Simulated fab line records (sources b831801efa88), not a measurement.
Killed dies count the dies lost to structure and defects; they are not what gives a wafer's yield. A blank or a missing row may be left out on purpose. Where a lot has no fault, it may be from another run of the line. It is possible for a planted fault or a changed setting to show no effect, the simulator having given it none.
Matching of chambers || flow gf180mcu || GF_CONTACT_CMP_04 on cmp-01 has 4 sister chambers
The step polishes SiO2. 7 wafers are shown with their chamber, then 7 later ones without.

## EACH WAFER AND ITS CHAMBER
{"wafer": "L994.3", "chamber": 1, "motor current A (A)": 11.0, "time to endpoint s (s)": 118}
{"wafer": "L994.5", "chamber": 2, "motor current A (A)": 13.1, "time to endpoint s (s)": 118}
{"wafer": "L995.1", "chamber": 2, "motor current A (A)": 13.2, "time to endpoint s (s)": 117}
{"wafer": "L995.2", "chamber": 1, "motor current A (A)": 11.2, "time to endpoint s (s)": 116}
{"wafer": "L995.3", "chamber": 0, "motor current A (A)": 9.6, "time to endpoint s (s)": 103}
{"wafer": "L104.1", "chamber": 3, "motor current A (A)": 11.1, "time to endpoint s (s)": 109}
{"wafer": "L104.5", "chamber": 3, "motor current A (A)": 11.1, "time to endpoint s (s)": 113}

## WAFERS WHOSE CHAMBER IS MISSING
{"wafer": "L104.6", "motor current A (A)": 12.8, "time to endpoint s (s)": 127}
{"wafer": "L105.1", "motor current A (A)": 12.9, "time to endpoint s (s)": 118}
{"wafer": "L105.5", "motor current A (A)": 11.2, "time to endpoint s (s)": 120}
{"wafer": "L105.6", "motor current A (A)": 13.1, "time to endpoint s (s)": 127}
{"wafer": "L109.3", "motor current A (A)": 11.2, "time to endpoint s (s)": 106}
{"wafer": "L109.4", "motor current A (A)": 9.8, "time to endpoint s (s)": 118}
{"wafer": "L109.6", "motor current A (A)": 13.0, "time to endpoint s (s)": 124}

## WHICH CHAMBER EACH WENT THROUGH
{"wafer": "L104.6", "from the rows above": 2, "in truth": 2}
{"wafer": "L105.1", "from the rows above": 2, "in truth": 2}
{"wafer": "L105.5", "from the rows above": 1, "in truth": 1}
{"wafer": "L105.6", "from the rows above": 2, "in truth": 2}
{"wafer": "L109.3", "from the rows above": 3, "in truth": 3}
{"wafer": "L109.4", "from the rows above": 0, "in truth": 0}
{"wafer": "L109.6", "from the rows above": 2, "in truth": 2}
Correctly placed: 7 of 7. Number that these rows cannot place: 0. 0 placed wrongly.
How it was worked out, from the rows above alone: a wafer's distance from a chamber is the root of the sum, over the readings, of the square of ((its reading less the chamber's mean) divided by the reading's scatter). If the next closest chamber is less than 2 further off than the closest, the wafer can't be placed; otherwise it belongs to the closest. For every chamber, the mean is computed from those of its wafers that are shown. The scatter: the root of (the sum of the squares of (reading less its chamber's mean) over the shown wafers, divided by (wafers less chambers)).
